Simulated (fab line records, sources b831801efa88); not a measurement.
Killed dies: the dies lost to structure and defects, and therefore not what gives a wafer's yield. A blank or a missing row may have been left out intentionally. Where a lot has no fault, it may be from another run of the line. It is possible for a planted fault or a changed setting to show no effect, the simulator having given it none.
Struck lot and sound lot, side by side -- flow gf180mcu -- 15 steps out of a route of 602
Sound: wafers L554.3, L554.5, L554.6. Struck: wafer L547.3 (left out: L547.2, L547.5 of the same lot, which were not struck); the cause appears at the end.
Each step with rows lists, per side, the tool, then ch with its chambers, then its first start. Under that, the readings that differ: sound wafers -- struck wafers -- difference of the means -- sigmas: that difference in standard deviations of wafers without a fault.
alike: words and numbers the same on both sides, and readings whose means are apart by under 2 such deviations; not compared: readings that were withheld, readings missing a value for some wafer, numbers with overlapping values and no deviation given by the record, and bounds like >300 which may hide the same value.
The two part at a step that has a row with sigmas, a row that says differs or no value, or rows on one side only. Numbers that have no deviation but don't overlap get no sigmas and don't part them. A reading missing from all wafers of one side parts the sides only when that side holds two or more wafers.

GF_M2_SPUTTER_04: material TiN, target thk 50 nm, time 41.7 s.
  sound on pvdSputter-04 at day 24 01:41; struck on pvdSputter-02 at day 21 10:47
  alike: throttleValvePct
GF_M2_RS_MEAS_05: the measuring method here is four-point-probe.
  sound on filmMetro-04 at day 24 01:46; struck on filmMetro-03 at day 21 10:50
  alike: M2_ALCU_RS
GF_M2_THK_MEAS_06: measures by xrf.
  sound on filmMetro-04 at day 24 01:52; struck on filmMetro-03 at day 21 10:57
  alike: M2_ALCU_THK
then, 7 steps without rows for these wafers: GF_M2_DEHYDRATE_07 (time 60 s); GF_M2_HMDS_08 (prime time 60 s); GF_M2_COAT_09 (resist thk 1000 nm); GF_M2_SOFTBAKE_10 (time 60 s); GF_M2_EXPOSE_11 (exposes mask Metal2, target cd 280 nm); GF_M2_PEB_12 (peb time 90 s); GF_M2_DEVELOP_13 (develop time 60 s).
GF_M2_CD_MEAS_14: the cd target is 280 nm.
  sound on cdSem-02 at day 25 00:31; struck on cdSem-02 at day 22 08:37
  alike: cdNm
GF_M2_OVL_MEAS_15:
  sound on overlay-02 at day 25 00:37; struck on overlay-01 at day 22 08:43
  alike: M2_OVL
GF_M2_METAL_ETCH_16: etches the open film in Cl2/BCl3, stops on SiO2, target depth 750.8 nm, time 125.1 s.
  sound on rieMetal-02 ch 0,1, day 25 00:41; struck on rieMetal-04 ch 0, day 22 08:44
reading,sound,struck,difference,sigmas
oesProductAu (a.u.),0.989 0.992 0.992,0.969,-0.022,-3
runLengthS (s),153.3 153.3 152.9,160.1,+6.9,+22
throttleValvePct (%),28.231 28.226 28.227,28.274,+0.046,+4
model.KrF_of_M2_COAT_09.thkNm (nm),677.9 673.6 687.1,670,-10,
  alike: drypumpMotorCurrentA
  not compared: rfHoursCounterH
GF_M2_STRIP_17: strips in O2/N2.
  sound on plasmaAsher-03 ch 0,1, day 25 00:48; struck on plasmaAsher-04 ch 0, day 22 08:52
  alike: drypumpMotorCurrentA, heaterPowerW, oesProductAu, stripTimeToEndpointS
  not compared: rfHoursCounterH
GF_PASSIVATION_PROBE_99:
  the record holds rows for the sound wafers here (prober-02, day 33 16:52) but none for the struck ones

## WHERE THEY PART
First at GF_M2_METAL_ETCH_16; last, within this record, at GF_PASSIVATION_PROBE_99.

WHY: what the simulator had put in
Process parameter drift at GF_M2_METAL_ETCH_16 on rieMetal-04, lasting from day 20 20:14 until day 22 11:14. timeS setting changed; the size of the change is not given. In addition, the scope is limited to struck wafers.
